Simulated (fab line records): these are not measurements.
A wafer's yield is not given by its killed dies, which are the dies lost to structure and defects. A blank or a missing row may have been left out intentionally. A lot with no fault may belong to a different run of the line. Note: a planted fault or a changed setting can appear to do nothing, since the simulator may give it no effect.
fab line records | flow sky130
record: lots: 13 wafers: 39 last_day: 50
route steps=708 shown POLY_GATE@236 LDD_P@263 LDD_HVN@275 LDD_HVP@285 PAD_OPEN@708
lots that met no fault: from a run of the same line without faults
start_h: start of the lot's first displayed wafer, in hours after the record's first day | wait_h: hours since the lot's step before | " unchanged from the row above | L1.1+2: a row that stands for several wafers | - no value, or no start was given | * or withheld: withheld | < > ~ a bound
route shown NAME@n: names a module that has steps shown in the file, with the first one's number in the route | usual: mean/standard deviation of fault-free wafers | same: alike in all rows | chamber/n: place in a boat | sites: the reading at each site | _std_site: how widely they spread, as a standard deviation | _edge_site: the outer-site mean with the inner-site mean subtracted | radius_mm: how far each site lies from the wafer's centre | mask NAME#n: copy n | behind: tool/chamber where the wafer was last shaped | hold: why the lot went on hold/how many hours it stayed there/how the hold came to an end | device: which transistor (n, p or np) failed to switch | end of line: the same wafers' tests at the end of the route | for a step that has no rows: nothing shown but its recipe | killed: dies that structure and defects cost at the first sort, which is not the same as the wafer's yield | map: shows each die of a wafer: x if killed, . if not, _ if none is there
set.NAME: the setting the step ran with; set.NAME@STEP: the setting that earlier step ran with | model.NAME: the simulator's own value behind a step, which no gauge read
the route's steps for a sample of lots (tables are steps, rows are wafers)
services: the hour from which a tool's chamber was out of use, counted from the record's first day as start_h (under 0 if before that day), plus the number of hours and why
== steps ==
step: SKY_POLY_GATE_CD_MEAS_22
usual: cd_nm: 149.7/2.2
columns lot.wafer tool chamber start_h wait_h cd_nm
L281.2 cd_sem-01 - 385.56 0.1 150.5
L281.3 " - " " 146.0
L281.5 " - " " 145.7
L282.1 cd_sem-01 - 388.20 0.1 154.4
L282.2 " - " " 153.7
L282.3 " - " " 148.1
L283.2 cd_sem-02 - 392.28 0.1 151.1
L283.3 " - " " 149.5
L283.4 " - " " 148.4
L284.1 cd_sem-02 - 398.78 0.1 149.3
L284.4 " - " " 151.5
L284.5 " - " " 152.4
L285.1 cd_sem-02 - 401.57 0.1 146.7
L285.2 " - " " 146.7
L285.4 " - " " 145.7
L287.2 cd_sem-02 - 424.93 0.1 150.9
L287.3 " - " " 147.9
L287.5 " - " " 148.5
L288.3 cd_sem-02 - 430.40 0.1 145.5
L288.4 " - " " 146.1
L288.5 " - " " 147.7
L289.3 cd_sem-02 - 439.61 0.1 149.7
L289.5 " - " " 148.3
L289.6 " - " " 149.1
L290.1 cd_sem-01 - 452.06 0.1 153.2
L290.2 " - " " 150.1
L290.6 " - " " 151.0
L292.1 cd_sem-02 - 479.34 0.1 150.9
L292.2 " - " " 152.3
L292.6 " - " " 152.5
L296.1 cd_sem-02 - 503.68 0.1 146.2
L296.2 " - " " 148.9
L296.6 " - " " 146.2
L298.2 cd_sem-01 - 518.85 0.1 152.8
L298.4 " - " " 149.9
L298.6 " - " " 151.9
L304.1 cd_sem-01 - 573.23 0.1 150.8
L304.2 " - " " 149.2
L304.6 " - " " 151.4
step: SKY_LDD_P_OVL_MEAS_08
usual: LDD_P_OVL: 0.4/1.2
columns lot.wafer tool chamber start_h wait_h LDD_P_OVL[nm]
L281.2 overlay-01 - 446.64 0.1 -0.6
L281.3 " - " " -1.6
L281.5 " - " " 0.7
L282.1 overlay-02 - 450.32 0.1 0.5
L282.2 " - " " -0.7
L282.3 " - " " -0.4
L283.2 overlay-02 - 453.33 0.1 -0.3
L283.3 " - " " -0.5
L283.4 " - " " -1.1
L284.1 overlay-02 - 459.74 0.1 0.3
L284.4 " - " " 1.1
L284.5 " - " " 0.8
L285.1 overlay-01 - 463.92 0.1 0.3
L285.2 " - " " 0.0
L285.4 " - " " -0.8
L287.2 overlay-02 - 488.09 0.1 0.9
L287.3 " - " " 2.9
L287.5 " - " " 2.8
L288.3 overlay-02 - 493.93 0.1 0.1
L288.4 " - " " 0.0
L288.5 " - " " 2.6
L289.3 overlay-01 - 502.98 0.1 0.0
L289.5 " - " " 2.1
L289.6 " - " " 0.3
L290.1 overlay-01 - 514.64 0.1 0.4
L290.2 " - " " 0.9
L290.6 " - " " -0.8
L292.1 overlay-01 - 543.27 0.1 -0.3
L292.2 " - " " -0.2
L292.6 " - " " -0.8
L296.1 overlay-01 - 565.97 0.1 1.3
L296.2 " - " " -0.3
L296.6 " - " " 0.9
L298.2 overlay-02 - 581.43 0.1 -0.1
L298.4 " - " " 2.2
L298.6 " - " " 1.8
L304.1 overlay-01 - 632.75 0.1 -1.6
L304.2 " - " " -0.4
L304.6 " - " " 0.8
step: SKY_LDD_HVN_IMPLANT_08
recipe: species: P energy_kev: 60 dose_cm2: 3e+13 tilt_deg: 40
usual: dose_ions_cm2: 3.001e+13/3.7e+10 faraday_current_uA: 168/3.8
columns lot.wafer tool chamber start_h wait_h dose_ions_cm2 faraday_current_uA
L281.2 implanter-01 0 477.98 0.0 3e+13 165
L281.3 " 0 " " 3.001e+13 165
L281.5 " 0 " " 3.001e+13 172
L282.1 implanter-02 0 481.80 0.0 3.003e+13 166
L282.2 " 0 " " 3.001e+13 167
L282.3 " 0 " " 2.996e+13 166
L283.2 implanter-01 0 484.63 0.0 3.004e+13 167
L283.3 " 0 " " 3.001e+13 161
L283.4 " 0 " " 3.004e+13 173
L284.1 implanter-04 0 490.35 0.0 3.009e+13 164
L284.4 " 0 " " 3.003e+13 162
L284.5 " 0 " " 3.008e+13 167
L285.1 implanter-04 0 495.05 0.0 2.993e+13 172
L285.2 " 0 " " 3.002e+13 170
L285.4 " 0 " " 3.002e+13 167
L287.2 implanter-02 0 518.89 0.0 3.004e+13 172
L287.3 " 0 " " 3.005e+13 176
L287.5 " 0 " " 3.002e+13 163
L288.3 implanter-02 0 524.71 0.1 2.997e+13 166
L288.4 " 0 " " 2.994e+13 166
L288.5 " 0 " " 2.993e+13 169
L289.3 implanter-01 0 534.40 0.1 2.999e+13 169
L289.5 " 0 " " 2.997e+13 164
L289.6 " 0 " " 2.998e+13 171
L290.1 implanter-01 0 545.25 0.0 3e+13 166
L290.2 " 0 " " 3.001e+13 173
L290.6 " 0 " " 2.999e+13 176
L292.1 implanter-01 0 572.76 0.0 3.002e+13 173
L292.2 " 0 " " 2.998e+13 171
L292.6 " 0 " " 2.996e+13 170
L296.1 implanter-02 0 595.66 0.0 1.813e+13 100
L296.2 " 0 " " 1.808e+13 101
L296.6 " 0 " " 1.812e+13 100
L298.2 implanter-02 0 609.98 0.0 1.807e+13 105
L298.4 " 0 " " 1.808e+13 104
L298.6 " 0 " " 1.812e+13 99
L304.1 implanter-01 0 662.10 0.0 2.998e+13 169
L304.2 " 0 " " 3.003e+13 165
L304.6 " 0 " " 3.001e+13 166
step: SKY_LDD_HVN_TW_MEAS_10
usual: LDD_HVN_TW: 1456/7.9
columns lot.wafer tool chamber start_h wait_h LDD_HVN_TW
L281.2 film_metro-01 - 478.21 0.1 1465
L281.3 " - " " 1459
L281.5 " - " " 1455
L282.1 film_metro-01 - 482.05 0.1 1453
L282.2 " - " " 1459
L282.3 " - " " 1459
L283.2 film_metro-01 - 484.86 0.1 1463
L283.3 " - " " 1458
L283.4 " - " " 1468
L284.1 film_metro-01 - 490.60 0.1 1460
L284.4 " - " " 1450
L284.5 " - " " 1454
L285.1 film_metro-01 - 495.30 0.1 1460
L285.2 " - " " 1459
L285.4 " - " " 1461
L287.2 film_metro-04 - 519.12 0.1 1450
L287.3 " - " " 1446
L287.5 " - " " 1449
L288.3 film_metro-01 - 524.93 0.1 1458
L288.4 " - " " 1454
L288.5 " - " " 1456
L289.3 film_metro-04 - 534.62 0.1 1446
L289.5 " - " " 1441
L289.6 " - " " 1442
L290.1 film_metro-03 - 545.65 0.1 1461
L290.2 " - " " 1452
L290.6 " - " " 1468
L292.1 film_metro-03 - 573.01 0.1 1462
L292.2 " - " " 1458
L292.6 " - " " 1469
L296.1 film_metro-03 - 595.91 0.1 1233
L296.2 " - " " 1242
L296.6 " - " " 1243
L298.2 film_metro-01 - 610.24 0.1 1247
L298.4 " - " " 1246
L298.6 " - " " 1244
L304.1 film_metro-01 - 662.35 0.1 1456
L304.2 " - " " 1459
L304.6 " - " " 1451
step: SKY_LDD_HVP_OVL_MEAS_07
usual: LDD_HVP_OVL: 0.0/1.6
columns lot.wafer tool chamber start_h wait_h LDD_HVP_OVL[nm]
L281.2 overlay-01 - 509.03 0.1 0.2
L281.3 " - " " 0.6
L281.5 " - " " 2.3
L282.1 overlay-01 - 512.70 0.1 -2.0
L282.2 " - " " -3.6
L282.3 " - " " -3.7
L283.2 overlay-01 - 515.22 0.1 -1.1
L283.3 " - " " -1.5
L283.4 " - " " -1.5
L284.1 overlay-02 - 520.92 0.1 2.3
L284.4 " - " " 2.1
L284.5 " - " " 3.0
L285.1 overlay-01 - 525.88 0.1 -0.8
L285.2 " - " " -0.9
L285.4 " - " " -0.1
L287.2 overlay-01 - 549.48 0.1 -0.8
L287.3 " - " " -0.1
L287.5 " - " " -0.5
L288.3 overlay-01 - 555.09 0.1 -1.0
L288.4 " - " " -2.0
L288.5 " - " " -1.2
L289.3 overlay-02 - 564.91 0.1 0.5
L289.5 " - " " 0.5
L289.6 " - " " 0.5
L290.1 overlay-02 - 575.35 0.1 0.1
L290.2 " - " " 0.5
L290.6 " - " " -0.3
L292.1 overlay-02 - 602.93 0.1 -2.6
L292.2 " - " " -2.6
L292.6 " - " " -1.6
L296.1 overlay-01 - 623.90 0.1 0.0
L296.2 " - " " 0.5
L296.6 " - " " 0.8
L298.2 overlay-02 - 639.27 0.1 -0.9
L298.4 " - " " -1.0
L298.6 " - " " -0.8
L304.1 overlay-02 - 690.73 0.1 0.6
L304.2 " - " " 0.7
L304.6 " - " " 1.1
step: SKY_PAD_OPEN_PROBE_99
usual: killed_at_M0_to_M3: 43/7.1 killed_at_M4_up: 3/1.7 killed_at_contacts: 25/5.6 killed_at_front_end: 16/4.1 killed_at_other: 0.2/0.49 killed_dies: 87/9.8 killed_open: 47/7.6 killed_short: 40/6.1
same: gross_dies: 492 killed_at_back_side: 0
columns lot.wafer tool chamber start_h wait_h killed_at_M0_to_M3 killed_at_M4_up killed_at_contacts killed_at_front_end killed_at_other killed_dies killed_open killed_short
L281.2 prober-01 - 1085.47 0.1 43 5 17 14 0 79 46 33
L281.3 prober-01 - 1085.52 0.2 40 3 27 11 2 83 50 33
L281.5 prober-01 - 1085.62 0.2 56 7 29 11 0 103 53 50
L282.1 prober-02 - 1087.37 0.1 34 5 30 13 0 82 47 35
L282.2 prober-02 - 1087.42 0.1 32 1 18 15 1 67 34 33
L282.3 prober-02 - 1087.47 0.2 46 3 23 12 0 84 50 34
L283.2 prober-01 - 1090.59 0.1 36 4 25 17 0 82 47 35
L283.3 prober-01 - 1090.64 0.2 47 3 17 18 1 86 48 38
L283.4 prober-01 - 1090.69 0.2 48 5 23 16 0 92 43 49
L284.1 prober-02 - 1091.47 0.1 38 1 23 11 0 73 41 32
L284.4 prober-02 - 1091.62 0.2 30 2 36 14 2 84 48 36
L284.5 prober-02 - 1091.67 0.2 47 3 22 10 0 82 37 45
L285.1 prober-01 - 1093.19 0.1 43 3 21 22 2 91 48 43
L285.2 prober-01 - 1093.24 0.1 45 0 32 15 0 92 51 41
L285.4 prober-01 - 1093.34 0.2 41 1 27 15 0 84 48 36
L287.2 prober-02 - 1111.63 0.1 48 4 25 10 0 87 43 44
L287.3 prober-02 - 1111.68 0.2 47 2 17 19 0 85 49 36
L287.5 prober-02 - 1111.78 0.2 52 4 31 18 1 106 55 51
L288.3 prober-02 - 1116.97 0.2 39 2 21 18 0 80 43 37
L288.4 prober-02 - 1117.02 0.2 41 3 27 14 0 85 46 39
L288.5 prober-02 - 1117.07 0.2 34 3 26 13 0 76 43 33
L289.3 prober-01 - 1121.24 0.2 41 4 22 26 1 94 44 50
L289.5 prober-01 - 1121.34 0.2 43 0 21 23 0 87 55 32
L289.6 prober-01 - 1121.39 0.2 37 3 31 13 0 84 48 36
L290.1 prober-02 - 1132.33 0.1 39 5 18 19 0 81 42 39
L290.2 prober-02 - 1132.38 0.1 40 2 21 15 0 78 40 38
L290.6 prober-02 - 1132.58 0.2 50 2 36 5 0 93 54 39
L292.1 prober-02 - 1146.68 0.1 48 3 30 11 0 92 51 41
L292.2 prober-02 - 1146.73 0.1 52 3 26 16 0 97 55 42
L292.6 prober-02 - 1146.93 0.2 47 0 30 13 0 90 55 35
L296.1 prober-01 - 1159.42 0.1 29 1 28 14 0 72 36 36
L296.2 prober-01 - 1159.47 0.1 54 1 30 9 0 94 47 47
L296.6 prober-01 - 1159.67 0.2 55 1 24 20 0 100 45 55
L298.2 prober-01 - 1169.62 0.1 38 2 20 18 0 78 33 45
L298.4 prober-01 - 1169.72 0.2 55 1 30 24 0 110 67 43
L298.6 prober-01 - 1169.82 0.2 55 4 35 12 0 106 57 49
L304.1 prober-01 - 1198.16 0.1 44 2 28 19 0 93 41 52
L304.2 prober-01 - 1198.21 0.1 45 1 29 19 0 94 50 44
L304.6 prober-01 - 1198.41 0.2 40 3 29 14 0 86 55 31
killed by level:class
L281.2 VIA1:geometric_particle:open=14 METAL2:geometric_particle:short=8 CONTACT:geometric_particle:open=7 POLY_GATE:geometric_particle:open=6 POLY_GATE:geometric_particle:short=5 VIA2:geometric_particle:open=5 LI_CONTACT:geometric_particle:open=4 VIA3:geometric_particle:open=4
L281.3 VIA3:geometric_particle:open=11 LI_CONTACT:geometric_particle:open=8 CONTACT:geometric_particle:open=8 VIA2:geometric_particle:open=7 VIA1:geometric_particle:open=6 VIA3:geometric_particle:short=5 FIELD_ISO:geometric_particle:short=4 LI_CONTACT:geometric_particle:short=4
L281.5 VIA1:geometric_particle:open=18 CONTACT:geometric_particle:open=12 VIA3:geometric_particle:short=8 METAL1:geometric_particle:short=6 LI_CONTACT:geometric_particle:open=6 CONTACT:geometric_particle:short=6 METAL4:geometric_particle:short=6 VIA2:geometric_particle:open=5
L282.1 CONTACT:geometric_particle:open=12 LI_CONTACT:geometric_particle:open=8 METAL2:geometric_particle:short=6 VIA1:geometric_particle:open=5 CONTACT:geometric_particle:short=4 METAL1:geometric_particle:short=4 VIA2:geometric_particle:open=4 VIA3:geometric_particle:open=4
L282.2 CONTACT:geometric_particle:open=8 VIA1:geometric_particle:open=8 LOCAL_INTERCONNECT:geometric_particle:short=5 VIA1:geometric_particle:short=5 FIELD_ISO:geometric_particle:short=4 FIELD_ISO:geometric_particle:open=4 POLY_GATE:geometric_particle:open=4 METAL3:geometric_particle:short=4
L282.3 LI_CONTACT:geometric_particle:open=9 VIA2:geometric_particle:open=9 VIA1:geometric_particle:open=8 CONTACT:geometric_particle:open=7 FIELD_ISO:geometric_particle:open=6 VIA2:geometric_particle:short=6 VIA1:geometric_particle:short=5 VIA3:geometric_particle:open=5
L283.2 VIA1:geometric_particle:open=17 CONTACT:geometric_particle:open=8 FIELD_ISO:geometric_particle:short=7 LI_CONTACT:geometric_particle:open=6 VIA2:geometric_particle:open=5 LOCAL_INTERCONNECT:geometric_particle:short=4 CONTACT:geometric_particle:short=4 METAL4:geometric_particle:short=4
L283.3 VIA2:geometric_particle:open=9 CONTACT:geometric_particle:open=8 VIA1:geometric_particle:open=8 METAL2:geometric_particle:short=7 VIA3:geometric_particle:open=7 FIELD_ISO:geometric_particle:open=5 FIELD_ISO:geometric_particle:short=4 METAL3:geometric_particle:short=4
L283.4 CONTACT:geometric_particle:open=10 VIA1:geometric_particle:open=10 VIA3:geometric_particle:open=6 POLY_GATE:geometric_particle:short=5 LOCAL_INTERCONNECT:geometric_particle:short=5 METAL2:geometric_particle:short=5 METAL1:geometric_particle:short=5 METAL3:geometric_particle:short=5
L284.1 LI_CONTACT:geometric_particle:open=8 VIA3:geometric_particle:open=8 CONTACT:geometric_particle:open=6 CONTACT:geometric_particle:short=5 VIA1:geometric_particle:short=5 VIA1:geometric_particle:open=5 VIA2:geometric_particle:open=4 FIELD_ISO:geometric_particle:short=3
L284.4 CONTACT:geometric_particle:open=13 VIA3:geometric_particle:open=10 LI_CONTACT:geometric_particle:open=8 CONTACT:geometric_particle:short=6 VIA1:geometric_particle:open=6 LOCAL_INTERCONNECT:geometric_particle:short=5 FIELD_ISO:geometric_particle:short=3 FIELD_ISO:geometric_particle:open=3
L284.5 VIA1:geometric_particle:open=11 CONTACT:geometric_particle:open=7 METAL3:geometric_particle:short=7 VIA3:geometric_particle:open=6 LI_CONTACT:geometric_particle:open=5 VIA1:geometric_particle:short=5 VIA2:geometric_particle:open=5 FIELD_ISO:geometric_particle:short=4
L285.1 VIA2:geometric_particle:open=11 POLY_GATE:geometric_particle:open=8 VIA3:geometric_particle:open=6 POLY_GATE:geometric_particle:short=6 CONTACT:geometric_particle:open=6 VIA1:geometric_particle:open=6 VIA2:geometric_particle:short=6 METAL1:geometric_particle:short=5
L285.2 LI_CONTACT:geometric_particle:open=10 VIA1:geometric_particle:open=10 VIA2:geometric_particle:short=8 CONTACT:geometric_particle:open=7 VIA1:geometric_particle:short=6 CONTACT:geometric_particle:short=5 VIA2:geometric_particle:open=5 FIELD_ISO:geometric_particle:open=4
L285.4 CONTACT:geometric_particle:open=13 VIA2:geometric_particle:open=8 VIA3:geometric_particle:short=7 LI_CONTACT:geometric_particle:open=6 POLY_GATE:geometric_particle:short=6 METAL1:geometric_particle:short=6 VIA1:geometric_particle:open=5 METAL1:geometric_particle:open=4
L287.2 VIA1:geometric_particle:short=11 CONTACT:geometric_particle:open=11 VIA1:geometric_particle:open=9 LI_CONTACT:geometric_particle:open=6 METAL1:geometric_particle:short=6 VIA2:geometric_particle:open=6 METAL2:geometric_particle:short=5 POLY_GATE:geometric_particle:short=4
L287.3 VIA1:geometric_particle:open=9 LI_CONTACT:geometric_particle:open=8 VIA3:geometric_particle:open=8 METAL2:geometric_particle:short=6 FIELD_ISO:geometric_particle:short=5 CONTACT:geometric_particle:open=5 METAL1:geometric_particle:short=5 VIA2:geometric_particle:open=5
L287.5 CONTACT:geometric_particle:open=13 VIA1:geometric_particle:open=9 FIELD_ISO:geometric_particle:short=7 LI_CONTACT:geometric_particle:open=7 VIA1:geometric_particle:short=7 VIA3:geometric_particle:open=7 VIA2:geometric_particle:open=6 VIA2:geometric_particle:short=6
L288.3 FIELD_ISO:geometric_particle:short=11 CONTACT:geometric_particle:open=9 VIA3:geometric_particle:open=9 VIA1:geometric_particle:open=6 METAL2:geometric_particle:short=5 LI_CONTACT:geometric_particle:open=4 METAL1:geometric_particle:short=4 VIA3:geometric_particle:short=4
L288.4 LI_CONTACT:geometric_particle:open=9 VIA1:geometric_particle:open=9 VIA2:geometric_particle:open=9 LOCAL_INTERCONNECT:geometric_particle:short=7 CONTACT:geometric_particle:open=5 CONTACT:geometric_particle:short=5 METAL1:geometric_particle:short=5 VIA3:geometric_particle:open=5
L288.5 CONTACT:geometric_particle:open=10 LI_CONTACT:geometric_particle:open=7 VIA1:geometric_particle:open=7 POLY_GATE:geometric_particle:open=6 VIA1:geometric_particle:short=5 VIA3:geometric_particle:open=5 POLY_GATE:geometric_particle:short=4 LI_CONTACT:geometric_particle:short=4
L289.3 CONTACT:geometric_particle:open=7 VIA2:geometric_particle:open=7 POLY_GATE:geometric_particle:open=6 LI_CONTACT:geometric_particle:open=6 METAL1:geometric_particle:short=6 VIA3:geometric_particle:open=6 SPACER:geometric_particle:short=5 LOCAL_INTERCONNECT:geometric_particle:short=5
L289.5 VIA3:geometric_particle:open=9 CONTACT:geometric_particle:open=9 VIA1:geometric_particle:open=9 VIA2:geometric_particle:open=8 FIELD_ISO:geometric_particle:open=7 POLY_GATE:geometric_particle:short=7 METAL1:geometric_particle:short=6 LI_CONTACT:geometric_particle:open=5
L289.6 CONTACT:geometric_particle:open=12 LI_CONTACT:geometric_particle:open=9 VIA2:geometric_particle:open=8 LOCAL_INTERCONNECT:geometric_particle:short=7 METAL2:geometric_particle:short=6 VIA2:geometric_particle:short=5 VIA1:geometric_particle:short=5 VIA1:geometric_particle:open=4
L290.1 VIA2:geometric_particle:open=8 FIELD_ISO:geometric_particle:short=7 LI_CONTACT:geometric_particle:open=6 CONTACT:geometric_particle:open=6 VIA1:geometric_particle:short=6 VIA3:geometric_particle:open=5 METAL3:geometric_particle:short=5 POLY_GATE:geometric_particle:open=3
L290.2 VIA2:geometric_particle:open=8 VIA1:geometric_particle:open=7 VIA3:geometric_particle:short=7 LOCAL_INTERCONNECT:geometric_particle:short=6 VIA1:geometric_particle:short=5 FIELD_ISO:geometric_particle:open=4 FIELD_ISO:geometric_particle:short=4 LI_CONTACT:geometric_particle:open=4
L290.6 VIA1:geometric_particle:open=12 CONTACT:geometric_particle:open=12 LI_CONTACT:geometric_particle:open=9 CONTACT:geometric_particle:short=7 VIA3:geometric_particle:open=6 VIA1:geometric_particle:short=6 METAL2:geometric_particle:short=5 LOCAL_INTERCONNECT:geometric_particle:short=5
L292.1 CONTACT:geometric_particle:open=14 VIA1:geometric_particle:open=8 METAL1:geometric_particle:short=7 LI_CONTACT:geometric_particle:open=6 METAL2:geometric_particle:short=6 VIA3:geometric_particle:open=6 CONTACT:geometric_particle:short=5 VIA2:geometric_particle:open=5
L292.2 VIA3:geometric_particle:open=12 CONTACT:geometric_particle:open=10 VIA1:geometric_particle:open=9 METAL2:geometric_particle:short=8 VIA2:geometric_particle:open=8 POLY_GATE:geometric_particle:short=7 POLY_GATE:geometric_particle:open=6 METAL1:geometric_particle:short=6
L292.6 CONTACT:geometric_particle:open=18 VIA1:geometric_particle:open=16 LI_CONTACT:geometric_particle:open=6 VIA1:geometric_particle:short=6 METAL2:geometric_particle:short=6 VIA3:geometric_particle:open=6 POLY_GATE:geometric_particle:short=4 CONTACT:geometric_particle:short=4
L296.1 LI_CONTACT:geometric_particle:open=10 LOCAL_INTERCONNECT:geometric_particle:short=6 CONTACT:geometric_particle:short=6 POLY_GATE:geometric_particle:short=5 VIA2:geometric_particle:open=5 CONTACT:geometric_particle:open=5 VIA2:geometric_particle:short=5 VIA3:geometric_particle:open=4
L296.2 METAL1:geometric_particle:short=13 CONTACT:geometric_particle:open=12 LI_CONTACT:geometric_particle:open=7 VIA1:geometric_particle:short=7 CONTACT:geometric_particle:short=6 VIA2:geometric_particle:open=6 VIA1:geometric_particle:open=6 METAL2:geometric_particle:short=5
L296.6 VIA1:geometric_particle:open=13 CONTACT:geometric_particle:short=10 METAL1:geometric_particle:short=10 POLY_GATE:geometric_particle:short=9 VIA2:geometric_particle:open=9 VIA1:geometric_particle:short=8 CONTACT:geometric_particle:open=7 METAL2:geometric_particle:short=6
L298.2 LI_CONTACT:geometric_particle:open=8 FIELD_ISO:geometric_particle:short=7 VIA1:geometric_particle:short=7 CONTACT:geometric_particle:short=6 VIA3:geometric_particle:open=6 FIELD_ISO:geometric_particle:open=5 VIA1:geometric_particle:open=4 VIA2:geometric_particle:short=4
L298.4 VIA1:geometric_particle:open=17 CONTACT:geometric_particle:open=10 VIA3:geometric_particle:open=9 LI_CONTACT:geometric_particle:open=8 FIELD_ISO:geometric_particle:short=7 VIA2:geometric_particle:open=6 METAL2:geometric_particle:short=6 METAL3:geometric_particle:short=6
L298.6 VIA1:geometric_particle:open=12 VIA1:geometric_particle:short=12 CONTACT:geometric_particle:open=11 METAL2:geometric_particle:short=7 CONTACT:geometric_particle:short=6 LI_CONTACT:geometric_particle:open=6 LOCAL_INTERCONNECT:geometric_particle:short=6 VIA3:geometric_particle:open=6
L304.1 CONTACT:geometric_particle:short=11 CONTACT:geometric_particle:open=8 VIA3:geometric_particle:open=7 VIA2:geometric_particle:open=7 FIELD_ISO:geometric_particle:short=6 VIA1:geometric_particle:short=6 VIA2:geometric_particle:short=5 VIA3:geometric_particle:short=5
L304.2 CONTACT:geometric_particle:open=12 VIA1:geometric_particle:open=11 VIA2:geometric_particle:short=7 FIELD_ISO:geometric_particle:short=6 CONTACT:geometric_particle:short=6 METAL2:geometric_particle:short=6 METAL1:geometric_particle:short=5 VIA3:geometric_particle:open=5
L304.6 LI_CONTACT:geometric_particle:open=14 VIA1:geometric_particle:open=8 VIA2:geometric_particle:open=8 VIA3:geometric_particle:open=7 CONTACT:geometric_particle:open=6 FIELD_ISO:geometric_particle:short=4 POLY_GATE:geometric_particle:short=4 METAL2:geometric_particle:short=4
== services ==
columns tool chamber start_h hours kind
implanter-01 - 479.39 4.6 pm
implanter-04 - 497.57 2.1 repair
implanter-02 - 499.64 2.7 repair
implanter-02 - 523.09 0.7 repair
implanter-04 - 531.44 1.1 repair
implanter-01 - 534.92 2.1 repair
implanter-02 - 547.96 2.4 repair
implanter-04 - 549.17 99.2 repair
implanter-01 - 655.41 5.3 repair
implanter-04 - 655.65 6.0 repair
== key ==
first_sign: step: SKY_LDD_HVN_IMPLANT_08 reading: dose_ions_cm2 direction: down sigmas: 99+ usual: * struck: *
effect: step: SKY_LDD_HVN_IMPLANT_08 reading: faraday_current_uA direction: down sigmas: 18 usual: 168 struck: 102
effect: step: SKY_LDD_HVN_TW_MEAS_10 reading: LDD_HVN_TW direction: down sigmas: 27 usual: 1456 struck: 1242
met_at SKY_LDD_HVN_IMPLANT_08
struck_lots L296,L298
tester_left_out L296,L298
not_acting_at SKY_POLY_GATE_CD_MEAS_22,SKY_LDD_P_OVL_MEAS_08,SKY_LDD_HVP_OVL_MEAS_07
onset_between 524.71 595.66
fault: kind: process_parameter_drift tool: implanter-02 chamber: - onset_h: 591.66 steps: SKY_LDD_HVN_IMPLANT_08 channel: dose_cm2 offset: * shape: step end_h: 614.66 acts_in: * stated: *
tester_left_out: of these lots the tester's yield and bins aren't shown, on N5 and GAA mostly nor the transistor test; their killed dies are dies lost to structure and defects alone, not to doping, threshold or leakage, so they don't give the yield
